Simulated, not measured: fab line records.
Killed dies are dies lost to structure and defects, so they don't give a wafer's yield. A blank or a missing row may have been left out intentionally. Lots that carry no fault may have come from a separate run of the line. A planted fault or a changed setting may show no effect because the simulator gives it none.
fab line records	flow gf180mcu
record lots=24	wafers=72	last_day=34
route steps=602 shown SAB@277 M1@316 M3@410
lots untouched by any fault: they come from a run of this same line in which no faults occurred
start_h: hours from the record's first day to the start of the lot's first wafer shown	wait_h: hours from the lot's prior step to this one	" identical to the entry in the row above	L1.1+2: several wafers, shown together as one row	- no value, or no start was given	* or withheld: withheld	< > ~ a bound
route shown NAME@n: NAME is a module with steps in the file, n the number in the route of the first one	usual: average and standard deviation across the fault-free wafers	same: alike in all rows	chamber/n: place in a boat	sites: readings site by site	_std_site: their standard deviation	_edge_site: inner sites' mean taken away from outer sites' mean	radius_mm: for every site, how far away it sits from the centre of the wafer	mask NAME#n: copy n	behind: the tool/chamber that last shaped the wafer	hold: reason for holding the lot/hours on hold/outcome of the hold	device: which transistor (n, p or np) failed to switch	end of line: the route-end tests of the same wafers	a step with no rows: only its recipe	killed: not the wafer's yield, but the dies lost to structure and defects at the first sort	map: shows each die of a wafer: x if killed, . if not, _ if none is there
set.NAME: setting as actually run; set.NAME@STEP: the setting as run at that earlier step	model.NAME: the simulator's own value behind a step, which no gauge read
a sample of lots followed through the steps of the route, with each step as a table and each wafer as a row
services: the hour from which a tool's chamber was out of use, counted from the record's first day as start_h (under 0 if before that day), plus the number of hours and why
## steps
# step GF_SAB_STRIP_13
# recipe chemistry=O2/N2	power_w=1400	pressure_mtorr=1500	platen_temp_c=250	o2_flow_sccm=3000	n2_flow_sccm=300	overash_fraction=0.5
# usual drypump_motor_current_A=5.3/0.48	heater_power_w=324/22	oes_product_au=0.710/0.0045	strip_time_to_endpoint_s=12.60/0.039
lot.wafer	tool	chamber	start_h	wait_h	drypump_motor_current_A	heater_power_w	oes_product_au	rf_hours_counter_h	strip_time_to_endpoint_s
L074.4	plasma_asher-03	0	342.11	0.0	4.6	320	0.708	-	12.63
L074.5	"	1	"	"	5.2	317	0.718	-	12.56
L074.6	"	0	"	"	4.6	315	0.704	-	12.58
L075.1	plasma_asher-04	0	345.73	0.0	5.1	337	0.707	68	12.56
L075.2	"	1	"	"	6.0	292	0.708	68	12.61
L075.6	"	0	"	"	5.0	338	0.708	-	12.55
L076.1	plasma_asher-03	0	350.97	0.0	4.6	325	0.712	23	12.64
L076.3	"	1	"	"	5.2	310	0.711	-	12.60
L076.4	"	0	"	"	4.6	322	0.714	-	12.57
L077.2	plasma_asher-04	1	359.56	0.0	6.0	288	0.713	70	12.56
L077.3	"	0	"	"	5.1	332	0.707	-	12.55
L077.5	"	0	"	"	5.1	338	0.718	-	12.59
L078.1	plasma_asher-03	0	362.36	0.0	4.7	319	0.712	25	12.66
L078.2	"	1	"	"	5.2	318	0.708	25	12.61
L078.4	"	1	"	"	5.2	314	0.710	-	12.68
L079.1	plasma_asher-02	0	379.22	0.0	5.3	373	0.706	67	12.64
L079.3	"	0	"	"	5.2	362	0.706	-	12.60
L079.4	"	1	"	"	5.9	315	0.707	-	12.60
L080.3	plasma_asher-02	1	390.49	0.0	6.0	317	0.713	-	12.59
L080.5	"	0	"	"	5.3	373	0.710	-	12.63
L080.6	"	1	"	"	6.0	317	0.704	-	12.63
L081.2	plasma_asher-03	1	403.36	0.0	5.2	316	0.707	29	12.57
L081.5	"	0	"	"	4.6	312	0.707	-	12.60
L081.6	"	1	"	"	5.2	310	0.703	-	12.58
L082.2	plasma_asher-03	0	416.63	0.0	4.6	316	0.709	30	12.60
L082.4	"	0	"	"	4.6	312	0.708	-	12.60
L082.5	"	0	"	"	4.6	322	0.712	-	12.63
L083.1	plasma_asher-03	0	421.06	0.0	4.7	313	0.717	31	12.61
L083.2	"	1	"	"	5.2	317	0.715	31	12.62
L083.6	"	0	"	"	4.6	312	0.713	-	12.64
L084.1	plasma_asher-03	1	432.38	0.0	5.2	318	0.705	32	12.67
L084.3	"	1	"	"	5.2	311	0.722	-	12.67
L084.6	"	1	"	"	5.2	314	0.710	-	12.68
L085.1	plasma_asher-02	0	445.30	0.0	5.2	364	0.716	74	12.59
L085.3	"	0	"	"	5.2	369	0.711	-	12.57
L085.6	"	1	"	"	6.0	302	0.718	-	12.52
L086.3	plasma_asher-02	1	453.76	0.0	6.0	308	0.710	-	12.64
L086.5	"	1	"	"	6.0	315	0.707	-	12.62
L086.6	"	0	"	"	5.3	365	0.708	-	12.62
L087.1	plasma_asher-03	1	469.28	0.0	5.2	307	0.703	37	12.51
L087.4	"	0	"	"	4.7	322	0.705	-	12.57
L087.6	"	1	"	"	5.2	309	0.703	-	12.51
L088.1	plasma_asher-03	0	475.47	0.0	4.6	319	0.704	37	12.60
L088.3	"	0	"	"	4.6	308	0.710	-	12.58
L088.6	"	0	"	"	4.6	314	0.710	-	12.59
L090.1	plasma_asher-02	1	480.63	0.0	5.9	318	0.710	79	12.58
L090.4	"	1	"	"	5.9	315	0.713	-	12.62
L090.5	"	0	"	"	5.2	378	0.708	-	12.59
L091.2	plasma_asher-03	0	489.23	0.0	4.6	327	0.709	39	12.63
L091.3	"	0	"	"	4.6	324	0.706	-	12.60
L091.6	"	0	"	"	4.7	315	0.706	-	12.60
L089.1	plasma_asher-04	0	489.44	0.0	5.1	331	0.709	3	12.63
L089.3	"	0	"	"	5.0	341	0.715	-	12.57
L089.4	"	1	"	"	6.1	306	0.718	-	12.58
L092.1	plasma_asher-03	0	500.37	0.0	4.7	319	0.703	40	12.61
L092.2	"	1	"	"	5.2	309	0.712	40	12.64
L092.3	"	1	"	"	5.2	308	0.710	-	12.64
L093.1	plasma_asher-02	0	508.53	0.0	5.3	371	0.710	82	12.60
L093.3	"	1	"	"	5.9	319	0.714	-	12.58
L093.6	"	0	"	"	5.3	364	0.715	-	12.55
L094.1	plasma_asher-04	0	514.54	0.0	5.0	333	0.706	6	12.66
L094.4	"	0	"	"	5.0	326	0.705	-	12.65
L094.5	"	0	"	"	5.1	334	0.718	-	12.66
L095.1	plasma_asher-03	0	516.48	0.0	4.6	316	0.707	42	12.60
L095.3	"	0	"	"	4.7	312	0.707	-	12.60
L095.4	"	1	"	"	5.2	320	0.713	-	12.60
L096.2	plasma_asher-02	1	528.74	0.0	6.0	306	0.713	84	12.66
L096.4	"	1	"	"	6.0	305	0.706	-	12.68
L096.5	"	0	"	"	5.3	368	0.714	-	12.65
L097.1	plasma_asher-02	1	541.44	0.0	6.0	316	0.708	85	12.57
L097.2	"	0	"	"	5.2	364	0.710	85	12.60
L097.6	"	1	"	"	6.0	309	0.707	-	12.60
# step GF_M1_SPUTTER_01
# recipe material=TiN	target_thk_nm=30	power_w=6500	time_s=25	chamber_pressure_pa=0.42
# usual throttle_valve_pct=30.5/0.91
lot.wafer	tool	chamber	start_h	wait_h	throttle_valve_pct
L074.4	pvd_sputter-02	-	366.65	0.1	30.0
L074.5	"	-	"	"	30.6
L074.6	"	-	"	"	30.6
L075.1	pvd_sputter-04	-	370.65	0.1	32.0
L075.2	"	-	"	"	30.3
L075.6	"	-	"	"	32.6
L076.1	pvd_sputter-01	-	376.05	0.1	31.9
L076.3	"	-	"	"	28.2
L076.4	"	-	"	"	29.3
L077.2	pvd_sputter-01	-	385.00	0.1	28.5
L077.3	"	-	"	"	29.1
L077.5	"	-	"	"	29.2
L078.1	pvd_sputter-02	-	387.55	0.1	30.5
L078.2	"	-	"	"	30.6
L078.4	"	-	"	"	30.8
L079.1	pvd_sputter-01	-	404.66	0.1	29.2
L079.3	"	-	"	"	31.6
L079.4	"	-	"	"	28.5
L080.3	pvd_sputter-02	-	416.55	0.1	30.8
L080.5	"	-	"	"	30.9
L080.6	"	-	"	"	30.4
L081.2	pvd_sputter-02	-	430.07	0.1	30.5
L081.5	"	-	"	"	30.7
L081.6	"	-	"	"	30.9
L082.2	pvd_sputter-02	-	443.80	0.1	30.8
L082.4	"	-	"	"	30.3
L082.5	"	-	"	"	30.8
L083.1	pvd_sputter-01	-	448.21	0.1	28.4
L083.2	"	-	"	"	30.3
L083.6	"	-	"	"	29.0
L084.1	pvd_sputter-02	-	459.61	0.1	31.2
L084.3	"	-	"	"	30.8
L084.6	"	-	"	"	31.0
L085.1	pvd_sputter-01	-	472.40	0.1	29.4
L085.3	"	-	"	"	28.4
L085.6	"	-	"	"	31.6
L086.3	pvd_sputter-01	-	480.63	0.1	30.4
L086.5	"	-	"	"	30.2
L086.6	"	-	"	"	28.4
L087.1	pvd_sputter-02	-	495.69	0.1	31.0
L087.4	"	-	"	"	30.5
L087.6	"	-	"	"	30.6
L088.1	pvd_sputter-02	-	501.81	0.1	30.6
L088.3	"	-	"	"	30.9
L088.6	"	-	"	"	30.5
L090.1	pvd_sputter-02	-	507.15	0.1	30.8
L090.4	"	-	"	"	30.3
L090.5	"	-	"	"	31.0
L091.2	pvd_sputter-02	-	516.25	0.1	30.4
L091.3	"	-	"	"	30.8
L091.6	"	-	"	"	30.4
L089.1	pvd_sputter-04	-	516.56	0.1	30.1
L089.3	"	-	"	"	32.3
L089.4	"	-	"	"	30.6
L092.1	pvd_sputter-02	-	526.12	0.1	30.6
L092.2	"	-	"	"	31.0
L092.3	"	-	"	"	30.5
L093.1	pvd_sputter-04	-	534.21	0.1	30.3
L093.3	"	-	"	"	32.5
L093.6	"	-	"	"	30.6
L094.1	pvd_sputter-04	-	539.61	0.1	32.2
L094.4	"	-	"	"	30.2
L094.5	"	-	"	"	30.0
L095.1	pvd_sputter-02	-	542.06	0.1	30.8
L095.3	"	-	"	"	30.4
L095.4	"	-	"	"	30.6
L096.2	pvd_sputter-02	-	554.12	0.1	30.6
L096.4	"	-	"	"	30.7
L096.5	"	-	"	"	30.4
L097.1	pvd_sputter-04	-	566.07	0.1	32.2
L097.2	"	-	"	"	28.7
L097.6	"	-	"	"	32.0
# step GF_M3_SPUTTER_01
# recipe material=TiN	target_thk_nm=30	power_w=6500	time_s=25	chamber_pressure_pa=0.4
# usual throttle_valve_pct=30.6/0.88
lot.wafer	tool	chamber	start_h	wait_h	throttle_valve_pct
L074.4	pvd_sputter-04	-	466.82	0.1	30.8
L074.5	"	-	"	"	32.4
L074.6	"	-	"	"	30.7
L075.1	pvd_sputter-02	-	472.32	0.1	30.4
L075.2	"	-	"	"	30.6
L075.6	"	-	"	"	30.9
L076.1	pvd_sputter-02	-	477.58	0.1	30.6
L076.3	"	-	"	"	30.8
L076.4	"	-	"	"	30.5
L077.2	pvd_sputter-02	-	486.45	0.1	30.5
L077.3	"	-	"	"	30.6
L077.5	"	-	"	"	30.9
L078.1	pvd_sputter-02	-	489.81	0.1	30.6
L078.2	"	-	"	"	30.8
L078.4	"	-	"	"	30.4
L079.1	pvd_sputter-04	-	506.01	0.1	28.8
L079.3	"	-	"	"	30.3
L079.4	"	-	"	"	30.5
L080.3	pvd_sputter-02	-	517.90	0.1	30.5
L080.5	"	-	"	"	30.9
L080.6	"	-	"	"	30.5
L081.2	pvd_sputter-02	-	531.96	0.1	30.9
L081.5	"	-	"	"	30.7
L081.6	"	-	"	"	30.8
L082.2	pvd_sputter-02	-	543.59	0.1	30.4
L082.4	"	-	"	"	30.8
L082.5	"	-	"	"	30.7
L083.1	pvd_sputter-02	-	548.86	0.1	30.4
L083.2	"	-	"	"	30.9
L083.6	"	-	"	"	30.7
L084.1	pvd_sputter-04	-	557.89	0.1	30.5
L084.3	"	-	"	"	28.9
L084.6	"	-	"	"	30.5
L085.1	pvd_sputter-04	-	570.55	0.1	30.5
L085.3	"	-	"	"	29.1
L085.6	"	-	"	"	32.2
L086.3	pvd_sputter-02	-	577.90	0.1	30.2
L086.5	"	-	"	"	30.5
L086.6	"	-	"	"	30.5
L087.1	pvd_sputter-04	-	591.27	0.1	29.0
L087.4	"	-	"	"	32.1
L087.6	"	-	"	"	30.1
L088.1	pvd_sputter-02	-	596.31	0.1	30.8
L088.3	"	-	"	"	30.3
L088.6	"	-	"	"	30.5
L090.1	pvd_sputter-04	-	601.11	0.1	32.1
L090.4	"	-	"	"	30.5
L090.5	"	-	"	"	32.2
L091.2	pvd_sputter-04	-	609.89	0.1	32.1
L091.3	"	-	"	"	30.4
L091.6	"	-	"	"	28.9
L089.1	pvd_sputter-01	-	611.47	0.1	29.1
L089.3	"	-	"	"	30.2
L089.4	"	-	"	"	28.5
L092.1	pvd_sputter-04	-	617.26	0.1	30.3
L092.2	"	-	"	"	29.2
L092.3	"	-	"	"	32.4
L093.1	pvd_sputter-02	-	626.17	0.1	30.6
L093.3	"	-	"	"	30.8
L093.6	"	-	"	"	30.3
L094.1	pvd_sputter-04	-	630.85	0.1	30.4
L094.4	"	-	"	"	32.2
L094.5	"	-	"	"	30.5
L095.1	pvd_sputter-02	-	632.19	0.1	31.0
L095.3	"	-	"	"	30.5
L095.4	"	-	"	"	30.8
L096.2	pvd_sputter-02	-	642.45	0.1	30.8
L096.4	"	-	"	"	30.7
L096.5	"	-	"	"	30.3
L097.1	pvd_sputter-01	-	654.72	0.1	30.1
L097.2	"	-	"	"	28.8
L097.6	"	-	"	"	28.5
# step GF_M3_RS_MEAS_05
# recipe thk_meas_gauge=four-point-probe	reads=TiN_of_M3_SPUTTER_04+Ti_of_M3_SPUTTER_03+AlCu_of_M3_SPUTTER_02+TiN_of_M3_SPUTTER_01+Ti_of_M3_SPUTTER_00
# usual M3_ALCU_RS=0.0695/0.00087
lot.wafer	tool	chamber	start_h	wait_h	M3_ALCU_RS[ohm/sq]
L074.4	film_metro-03	-	467.00	0.1	0.0711
L074.5	"	-	"	"	0.0694
L074.6	"	-	"	"	0.0714
L075.1	film_metro-03	-	472.44	0.0	0.0686
L075.2	"	-	"	"	0.0688
L075.6	"	-	"	"	0.0702
L076.1	film_metro-03	-	477.70	0.0	0.0678
L076.3	"	-	"	"	0.0689
L076.4	"	-	"	"	0.0679
L077.2	film_metro-02	-	486.59	0.0	0.0709
L077.3	"	-	"	"	0.0698
L077.5	"	-	"	"	0.0703
L078.1	film_metro-03	-	489.93	0.0	0.0702
L078.2	"	-	"	"	0.0709
L078.4	"	-	"	"	0.0697
L079.1	film_metro-03	-	506.13	0.0	0.0685
L079.3	"	-	"	"	0.0691
L079.4	"	-	"	"	0.0706
L080.3	film_metro-04	-	518.06	0.1	0.0698
L080.5	"	-	"	"	0.0693
L080.6	"	-	"	"	0.0689
L081.2	film_metro-03	-	532.22	0.1	0.0702
L081.5	"	-	"	"	0.0703
L081.6	"	-	"	"	0.0706
L082.2	film_metro-03	-	543.73	0.0	0.0697
L082.4	"	-	"	"	0.0694
L082.5	"	-	"	"	0.0689
L083.1	film_metro-04	-	548.98	0.0	0.0690
L083.2	"	-	"	"	0.0693
L083.6	"	-	"	"	0.0692
L084.1	film_metro-04	-	558.01	0.0	0.0711
L084.3	"	-	"	"	0.0691
L084.6	"	-	"	"	0.0712
L085.1	film_metro-02	-	570.67	0.0	0.0692
L085.3	"	-	"	"	0.0688
L085.6	"	-	"	"	0.0685
L086.3	film_metro-02	-	578.06	0.1	0.0695
L086.5	"	-	"	"	0.0699
L086.6	"	-	"	"	0.0700
L087.1	film_metro-03	-	591.39	0.0	0.0693
L087.4	"	-	"	"	0.0688
L087.6	"	-	"	"	0.0703
L088.1	film_metro-02	-	596.43	0.0	0.0696
L088.3	"	-	"	"	0.0695
L088.6	"	-	"	"	0.0692
L090.1	film_metro-02	-	601.23	0.0	0.0690
L090.4	"	-	"	"	0.0704
L090.5	"	-	"	"	0.0689
L091.2	film_metro-04	-	610.03	0.0	0.0689
L091.3	"	-	"	"	0.0701
L091.6	"	-	"	"	0.0694
L089.1	film_metro-02	-	611.59	0.0	0.0679
L089.3	"	-	"	"	0.0693
L089.4	"	-	"	"	0.0681
L092.1	film_metro-04	-	617.38	0.0	0.0695
L092.2	"	-	"	"	0.0695
L092.3	"	-	"	"	0.0687
L093.1	film_metro-02	-	626.30	0.0	0.0703
L093.3	"	-	"	"	0.0709
L093.6	"	-	"	"	0.0695
L094.1	film_metro-04	-	630.97	0.0	0.0697
L094.4	"	-	"	"	0.0679
L094.5	"	-	"	"	0.0699
L095.1	film_metro-03	-	632.32	0.0	0.0706
L095.3	"	-	"	"	0.0694
L095.4	"	-	"	"	0.0697
L096.2	film_metro-04	-	642.59	0.0	0.0699
L096.4	"	-	"	"	0.0692
L096.5	"	-	"	"	0.0691
L097.1	film_metro-02	-	654.84	0.0	0.0695
L097.2	"	-	"	"	0.0683
L097.6	"	-	"	"	0.0696
# step GF_M3_OVL_MEAS_15
# usual M3_OVL=1/4.9
lot.wafer	tool	chamber	start_h	wait_h	M3_OVL[nm]
L074.4	overlay-02	-	491.10	0.1	4
L074.5	"	-	"	"	-1
L074.6	"	-	"	"	-1
L075.1	overlay-02	-	495.94	0.1	-8
L075.2	"	-	"	"	-4
L075.6	"	-	"	"	3
L076.1	overlay-02	-	501.17	0.1	4
L076.3	"	-	"	"	3
L076.4	"	-	"	"	-3
L077.2	overlay-02	-	510.33	0.1	-3
L077.3	"	-	"	"	-3
L077.5	"	-	"	"	-2
L078.1	overlay-02	-	513.42	0.1	2
L078.2	"	-	"	"	3
L078.4	"	-	"	"	-2
L079.1	overlay-01	-	529.32	0.1	13
L079.3	"	-	"	"	8
L079.4	"	-	"	"	4
L080.3	overlay-01	-	541.13	0.1	3
L080.5	"	-	"	"	5
L080.6	"	-	"	"	3
L081.2	overlay-02	-	554.33	0.1	-6
L081.5	"	-	"	"	1
L081.6	"	-	"	"	-12
L082.2	overlay-01	-	565.33	0.1	4
L082.4	"	-	"	"	-5
L082.5	"	-	"	"	4
L083.1	overlay-01	-	570.78	0.1	2
L083.2	"	-	"	"	-4
L083.6	"	-	"	"	-6
L084.1	overlay-01	-	579.62	0.1	7
L084.3	"	-	"	"	0
L084.6	"	-	"	"	2
L085.1	overlay-02	-	591.97	0.1	3
L085.3	"	-	"	"	-5
L085.6	"	-	"	"	2
L086.3	overlay-01	-	598.39	0.1	7
L086.5	"	-	"	"	5
L086.6	"	-	"	"	5
L087.1	overlay-02	-	612.37	0.1	-5
L087.4	"	-	"	"	-1
L087.6	"	-	"	"	5
L088.1	overlay-01	-	617.21	0.1	-7
L088.3	"	-	"	"	-7
L088.6	"	-	"	"	2
L090.1	overlay-02	-	621.82	0.1	-4
L090.4	"	-	"	"	-2
L090.5	"	-	"	"	0
L091.2	overlay-01	-	630.58	0.1	-1
L091.3	"	-	"	"	-5
L091.6	"	-	"	"	2
L089.1	overlay-01	-	632.12	0.1	17
L089.3	"	-	"	"	6
L089.4	"	-	"	"	2
L092.1	overlay-01	-	637.84	0.1	8
L092.2	"	-	"	"	3
L092.3	"	-	"	"	5
L093.1	overlay-01	-	646.22	0.1	5
L093.3	"	-	"	"	4
L093.6	"	-	"	"	4
L094.1	overlay-01	-	650.47	0.1	5
L094.4	"	-	"	"	4
L094.5	"	-	"	"	6
L095.1	overlay-02	-	651.97	0.1	5
L095.3	"	-	"	"	-2
L095.4	"	-	"	"	-2
L096.2	overlay-01	-	662.03	0.1	-2
L096.4	"	-	"	"	-6
L096.5	"	-	"	"	0
L097.1	overlay-01	-	673.97	0.1	-2
L097.2	"	-	"	"	5
L097.6	"	-	"	"	7
# step GF_M3_METAL_ETCH_16
# recipe chemistry=Cl2/BCl3	mask_material=KrF	target_depth_nm=627.5	stop_on=SiO2	pressure_mtorr=8	icp_w=800	bias_w=140	Cl2_flow_sccm=80	bcl3_flow_sccm=40	time_s=104.6
# usual drypump_motor_current_A=5.7/0.33	he_backside_leak_sccm=3.3/0.48	oes_product_au=0.970/0.0065	throttle_valve_pct=28.252/0.01
lot.wafer	tool	chamber	start_h	wait_h	drypump_motor_current_A	he_backside_leak_sccm	oes_product_au	rf_hours_counter_h	throttle_valve_pct
L074.4	rie_metal-04	0	491.15	0.0	6.1	3.2	0.963	-	28.254
L074.5	"	1	"	"	5.7	3.4	0.982	-	28.239
L074.6	"	0	"	"	6.1	3.4	0.958	-	28.267
L075.1	rie_metal-01	0	495.98	0.0	5.2	3.4	0.970	8	28.233
L075.2	"	1	"	"	6.3	3.8	0.974	11	28.244
L075.6	"	1	"	"	6.3	3.7	0.967	-	28.278
L076.1	rie_metal-04	1	501.21	0.0	5.8	3.3	0.969	3	28.265
L076.3	"	1	"	"	5.8	3.5	0.979	-	28.248
L076.4	"	0	"	"	6.0	3.3	0.977	-	28.264
L077.2	rie_metal-02	1	510.36	0.0	5.7	3.0	0.959	9	28.248
L077.3	"	1	"	"	5.7	3.1	0.973	-	28.264
L077.5	"	0	"	"	5.3	3.0	0.970	-	28.267
L078.1	rie_metal-02	1	513.46	0.0	5.7	3.1	0.965	9	28.263
L078.2	"	0	"	"	5.3	3.2	0.964	11	28.268
L078.4	"	1	"	"	5.7	3.1	0.965	-	28.250
L079.1	rie_metal-04	1	529.36	0.0	5.8	3.4	0.968	3	28.259
L079.3	"	1	"	"	5.8	3.4	0.980	-	28.253
L079.4	"	0	"	"	6.1	3.1	0.962	-	28.251
L080.3	rie_metal-04	0	541.21	0.1	6.1	3.3	0.966	-	28.256
L080.5	"	0	"	"	6.1	3.3	0.968	-	28.258
L080.6	"	1	"	"	5.7	3.3	0.976	-	28.238
L081.2	rie_metal-04	0	554.36	0.0	6.1	3.5	0.971	9	28.255
L081.5	"	1	"	"	5.8	3.4	0.964	-	28.255
L081.6	"	0	"	"	6.1	3.5	0.966	-	28.245
L082.2	rie_metal-02	1	565.39	0.1	5.7	3.0	0.971	-	28.258
L082.4	"	1	"	"	5.7	3.0	0.978	-	28.255
L082.5	"	1	"	"	5.7	3.0	0.979	-	28.245
L083.1	rie_metal-04	1	570.81	0.0	5.8	3.5	0.974	5	28.240
L083.2	"	0	"	"	6.1	5.3	0.978	10	28.253
L083.6	"	1	"	"	5.8	3.4	0.976	-	28.247
L084.1	rie_metal-04	0	579.66	0.0	6.1	3.2	0.961	10	28.261
L084.3	"	0	"	"	6.1	3.0	0.974	-	28.238
L084.6	"	1	"	"	5.8	3.4	0.959	-	28.250
L085.1	rie_metal-04	1	592.01	0.0	5.7	5.8	0.967	5	28.245
L085.3	"	1	"	"	5.7	3.3	0.985	-	28.241
L085.6	"	1	"	"	5.7	3.1	0.978	-	28.243
L086.3	rie_metal-01	0	598.45	0.1	5.3	3.6	0.972	-	28.253
L086.5	"	1	"	"	6.3	3.5	0.974	-	28.244
L086.6	"	0	"	"	5.2	3.5	0.970	-	28.258
L087.1	rie_metal-02	0	612.41	0.0	5.3	3.1	0.970	1	28.244
L087.4	"	0	"	"	5.3	3.1	0.967	-	28.243
L087.6	"	0	"	"	5.3	3.1	0.957	-	28.260
L088.1	rie_metal-02	0	617.24	0.0	5.3	3.0	0.969	1	28.260
L088.3	"	0	"	"	5.3	3.0	0.967	-	28.260
L088.6	"	0	"	"	5.3	3.1	0.976	-	28.245
L090.1	rie_metal-02	0	621.86	0.0	5.3	3.0	0.962	2	28.246
L090.4	"	0	"	"	5.3	2.9	0.969	-	28.250
L090.5	"	0	"	"	5.3	3.0	0.976	-	28.255
L091.2	rie_metal-04	1	630.61	0.0	5.8	3.3	0.979	7	28.256
L091.3	"	0	"	"	6.1	3.2	0.965	-	28.260
L091.6	"	0	"	"	6.1	3.3	0.969	-	28.242
L089.1	rie_metal-02	0	632.16	0.0	5.3	3.2	0.976	2	28.231
L089.3	"	0	"	"	5.3	3.2	0.970	-	28.272
L089.4	"	0	"	"	5.3	3.2	0.983	-	28.240
L092.1	rie_metal-02	0	637.87	0.0	5.3	3.2	0.964	3	28.255
L092.2	"	0	"	"	5.3	2.9	0.968	-	28.254
L092.3	"	0	"	"	5.3	3.0	0.982	-	28.232
L093.1	rie_metal-02	1	646.26	0.0	5.7	3.1	0.959	0	28.263
L093.3	"	1	"	"	5.7	3.2	0.961	-	28.246
L093.6	"	0	"	"	5.3	3.4	0.976	-	28.260
L094.1	rie_metal-04	0	650.51	0.0	6.1	3.3	0.968	12	28.255
L094.4	"	1	"	"	5.8	3.4	0.979	-	28.231
L094.5	"	1	"	"	5.8	3.4	0.967	-	28.250
L095.1	rie_metal-01	1	652.01	0.0	6.3	3.1	0.960	2	28.279
L095.3	"	1	"	"	6.3	3.0	0.964	-	28.243
L095.4	"	0	"	"	5.2	3.2	0.973	-	28.250
L096.2	rie_metal-02	1	662.06	0.0	5.7	3.1	0.961	1	28.255
L096.4	"	1	"	"	5.7	3.2	0.977	-	28.265
L096.5	"	1	"	"	5.7	3.0	0.965	-	28.256
L097.1	rie_metal-02	0	674.01	0.0	5.3	3.1	0.970	4	28.247
L097.2	"	1	"	"	5.7	3.0	0.975	1	28.226
L097.6	"	0	"	"	5.3	3.1	0.973	-	28.242
## services
tool	chamber	start_h	hours	kind
plasma_asher-03	-	352.92	1.4	repair
plasma_asher-02	-	365.73	10.5	repair
pvd_sputter-02	-	376.32	2.0	repair
plasma_asher-02	-	402.68	2.5	repair
rie_metal-04	-	404.78	0.5	repair
plasma_asher-04	-	421.25	9.0	pm
rie_metal-04	-	426.46	14.6	pm
pvd_sputter-04	-	430.10	1.1	repair
plasma_asher-04	-	440.62	28.1	pm
rie_metal-02	-	468.33	28.1	pm
pvd_sputter-04	-	483.64	14.4	repair
rie_metal-02	-	523.73	1.8	repair
plasma_asher-02	-	538.58	2.8	pm
pvd_sputter-02	-	539.27	1.1	repair
plasma_asher-04	-	550.33	14.6	pm
pvd_sputter-01	-	563.22	1.0	repair
plasma_asher-02	-	574.57	1.5	repair
rie_metal-04	-	585.27	0.3	repair
plasma_asher-04	-	588.60	1.8	repair
plasma_asher-02	-	644.28	15.6	pm
pvd_sputter-02	-	646.42	1.2	repair
plasma_asher-03	-	659.88	2.8	pm
pvd_sputter-04	-	673.27	2.7	repair
pvd_sputter-01	-	673.84	2.4	repair
## key
fault none
